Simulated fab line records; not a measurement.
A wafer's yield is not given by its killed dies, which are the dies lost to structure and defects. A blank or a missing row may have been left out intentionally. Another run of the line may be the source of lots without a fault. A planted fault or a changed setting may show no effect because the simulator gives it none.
What tool caused it? + flow sky130 + 13 lots with 39 wafers sampled at 5 steps, on a route of 708 steps

WHAT THE GAUGES READ, wafer by wafer
The record holds no reading of a measuring or inspecting step that can be judged against a usual standard deviation.

WHICH TOOL RAN EACH LOT (tool, then ch and the chambers of the sampled wafers, then the start)
| lot  | SKY_LI_CONTACT_ETCH_15             | SKY_VIA3_CMP_02               | SKY_METAL4_SPUTTER_00        | SKY_METAL4_SPUTTER_01        | SKY_PAD_OPEN_PROBE_99   |
|------|------------------------------------|-------------------------------|------------------------------|------------------------------|-------------------------|
| L607 | rie diel-02 ch 0,3, day 29 08:56   | cmp-02 ch 1,2,3, day 38 21:40 | pvd sputter-04, day 40 00:16 | pvd sputter-04, day 40 00:17 | -                       |
| L608 | rie diel-02 ch 0,2,3, day 29 17:37 | cmp-01 ch 0,1,3, day 39 06:24 | pvd sputter-01, day 40 08:47 | pvd sputter-01, day 40 08:49 | -                       |
| L609 | rie diel-04 ch 0,1,2, day 30 09:22 | cmp-01 ch 0,3, day 39 17:19   | pvd sputter-04, day 40 19:04 | pvd sputter-04, day 40 19:05 | -                       |
| L610 | rie diel-02 ch 0,1,3, day 30 21:10 | cmp-02 ch 0,2,3, day 40 05:49 | pvd sputter-01, day 41 07:52 | pvd sputter-01, day 41 07:53 | -                       |
| L611 | rie diel-02 ch 0,2,3, day 30 23:52 | cmp-01 ch 0,1,3, day 40 07:58 | pvd sputter-01, day 41 10:05 | pvd sputter-01, day 41 10:07 | -                       |
| L612 | rie diel-04 ch 0,2, day 31 09:40   | cmp-02 ch 0,1,2, day 40 15:25 | pvd sputter-04, day 41 17:31 | pvd sputter-04, day 41 17:32 | -                       |
| L613 | rie diel-04 ch 0,1,3, day 31 18:16 | cmp-02 ch 1,2,3, day 40 22:19 | pvd sputter-01, day 42 00:29 | pvd sputter-01, day 42 00:31 | -                       |
| L614 | rie diel-03 ch 2,3, day 32 01:17   | cmp-02 ch 0,1, day 41 05:49   | pvd sputter-03, day 42 07:23 | pvd sputter-03, day 42 07:25 | -                       |
| L615 | rie diel-02 ch 0,1,2, day 32 15:07 | cmp-02 ch 0,1,3, day 41 19:52 | pvd sputter-03, day 42 21:29 | pvd sputter-03, day 42 21:30 | -                       |
| L621 | rie diel-02 ch 1,2, day 34 07:25   | cmp-01 ch 0,2,3, day 43 05:16 | pvd sputter-04, day 44 06:14 | pvd sputter-04, day 44 06:16 | -                       |
| L623 | rie diel-04 ch 0,2,3, day 34 16:25 | cmp-02 ch 0,1,3, day 43 13:33 | pvd sputter-04, day 44 14:09 | pvd sputter-04, day 44 14:10 | prober-01, day 49 19:39 |
| L627 | rie diel-02 ch 1,2, day 36 02:41   | cmp-02 ch 1,2,3, day 44 21:22 | pvd sputter-04, day 45 20:56 | pvd sputter-04, day 45 20:58 | -                       |
| L629 | rie diel-02 ch 0,2, day 36 12:05   | cmp-02 ch 0,1,3, day 45 02:39 | pvd sputter-03, day 46 04:03 | pvd sputter-03, day 46 04:04 | -                       |
- SKY_LI_CONTACT_ETCH_15: etches PSG in C4F8/O2/Ar, stops on Si, target depth 600 nm.
- SKY_VIA3_CMP_02: polishes SiO2.
- SKY_METAL4_SPUTTER_00: material Ti, target thk 15 nm, time 9.726 s.
- SKY_METAL4_SPUTTER_01: material TiN, target thk 20 nm, time 16.7 s.
- SKY_PAD_OPEN_PROBE_99

WHAT THE TOOLS THEMSELVES READ (means of the sampled wafers that have a number; where no wafer has one, the mark that the record gives instead)
SKY_LI_CONTACT_ETCH_15. Usual: oes product au at 0.837 a.u., with a standard deviation of 0.0047.
| lot  | tool        | oes product au (a.u.) | flag |
|------|-------------|-----------------------|------|
| L607 | rie diel-02 | 0.839                 |      |
| L608 | rie diel-02 | 0.833                 |      |
| L609 | rie diel-04 | 0.841                 |      |
| L610 | rie diel-02 | 0.837                 |      |
| L611 | rie diel-02 | 0.836                 |      |
| L612 | rie diel-04 | 0.833                 |      |
| L613 | rie diel-04 | 0.839                 |      |
| L614 | rie diel-03 | 0.834                 |      |
| L615 | rie diel-02 | 0.838                 |      |
| L621 | rie diel-02 | 0.840                 |      |
| L623 | rie diel-04 | 0.831                 |      |
| L627 | rie diel-02 | 0.838                 |      |
| L629 | rie diel-02 | 0.840                 |      |

SKY_VIA3_CMP_02. Usual: motor current A 12.3 A, standard deviation 1; slurry flow ml min 150.1, standard deviation 0.44.
| lot  | tool   | motor current A (A) | slurry flow ml min | flag |
|------|--------|---------------------|--------------------|------|
| L607 | cmp-02 | 12.9                | 150.1              |      |
| L608 | cmp-01 | 12.3                | 149.5              |      |
| L609 | cmp-01 | 11.7                | 150.0              |      |
| L610 | cmp-02 | 12.1                | 150.1              |      |
| L611 | cmp-01 | 12.1                | 150.2              |      |
| L612 | cmp-02 | 12.5                | 149.8              |      |
| L613 | cmp-02 | 12.5                | 150.1              |      |
| L614 | cmp-02 | 12.1                | 150.5              |      |
| L615 | cmp-02 | 12.2                | 149.7              |      |
| L621 | cmp-01 | 11.5                | 150.6              |      |
| L623 | cmp-02 | 12.3                | 150.3              |      |
| L627 | cmp-02 | 13.0                | 150.0              |      |
| L629 | cmp-02 | 12.2                | 150.0              |      |

SKY_METAL4_SPUTTER_00. Usual: throttle valve pct at 30.1 %, with a standard deviation of 0.92.
| lot  | tool           | throttle valve pct (%) | flag |
|------|----------------|------------------------|------|
| L607 | pvd sputter-04 | 29.4                   |      |
| L608 | pvd sputter-01 | 30.4                   |      |
| L609 | pvd sputter-04 | 30.1                   |      |
| L610 | pvd sputter-01 | 30.4                   |      |
| L611 | pvd sputter-01 | 29.7                   |      |
| L612 | pvd sputter-04 | 30.6                   |      |
| L613 | pvd sputter-01 | 30.7                   |      |
| L614 | pvd sputter-03 | 30.3                   |      |
| L615 | pvd sputter-03 | 30.2                   |      |
| L621 | pvd sputter-04 | 30.2                   |      |
| L623 | pvd sputter-04 | 29.9                   |      |
| L627 | pvd sputter-04 | 29.3                   |      |
| L629 | pvd sputter-03 | 30.3                   |      |

SKY_METAL4_SPUTTER_01. Usual: throttle valve pct at 30.1 %, with a standard deviation of 0.93.
| lot  | tool           | throttle valve pct (%) | flag |
|------|----------------|------------------------|------|
| L607 | pvd sputter-04 | 29.4                   |      |
| L608 | pvd sputter-01 | 30.4                   |      |
| L609 | pvd sputter-04 | 30.2                   |      |
| L610 | pvd sputter-01 | 30.3                   |      |
| L611 | pvd sputter-01 | 29.9                   |      |
| L612 | pvd sputter-04 | 30.5                   |      |
| L613 | pvd sputter-01 | 30.8                   |      |
| L614 | pvd sputter-03 | 30.5                   |      |
| L615 | pvd sputter-03 | 30.1                   |      |
| L621 | pvd sputter-04 | 30.2                   |      |
| L623 | pvd sputter-04 | 29.8                   |      |
| L627 | pvd sputter-04 | 29.5                   |      |
| L629 | pvd sputter-03 | 30.1                   |      |

SKY_PAD_OPEN_PROBE_99. Usual: killed_at_M0_to_M3 43, standard deviation 7.6; killed_at_M4_up 2.9, standard deviation 1.9; killed at contacts 24, standard deviation 5; killed at front end 15, standard deviation 4.3; killed at other 0.3, standard deviation 0.54; killed dies 85, standard deviation 10; killed open 47, standard deviation 7; killed short 38, standard deviation 6.4.
| lot  | tool      | killed_at_M0_to_M3 | killed_at_M4_up | killed at contacts | killed at front end | killed at other | killed dies | killed open | killed short | flag |
|------|-----------|--------------------|-----------------|--------------------|---------------------|-----------------|-------------|-------------|--------------|------|
| L623 | prober-01 | 44                 | 1.3             | 35                 | 17                  | 0.7             | 98          | 52          | 36           |      |

THE ANSWER, worked out from the rows above alone
Rule: a lot counts as off when the mean over its wafers that have a number is more than 3 standard deviations away from the usual mean. A lot without any number at a reading at which 4 lots or more have one is off too. The other lots that the step has rows for count as sound. After the gauges, taken in route order, come the tools' own readings; for these a lot's mean is taken, as printed above. At the first step where some lot is off, the reading lying furthest off is the one used; lots without a number count as furthest.
Nothing can be told from this: no lot is off at any reading shown.

WHAT WAS PUT IN BY THE SIMULATOR
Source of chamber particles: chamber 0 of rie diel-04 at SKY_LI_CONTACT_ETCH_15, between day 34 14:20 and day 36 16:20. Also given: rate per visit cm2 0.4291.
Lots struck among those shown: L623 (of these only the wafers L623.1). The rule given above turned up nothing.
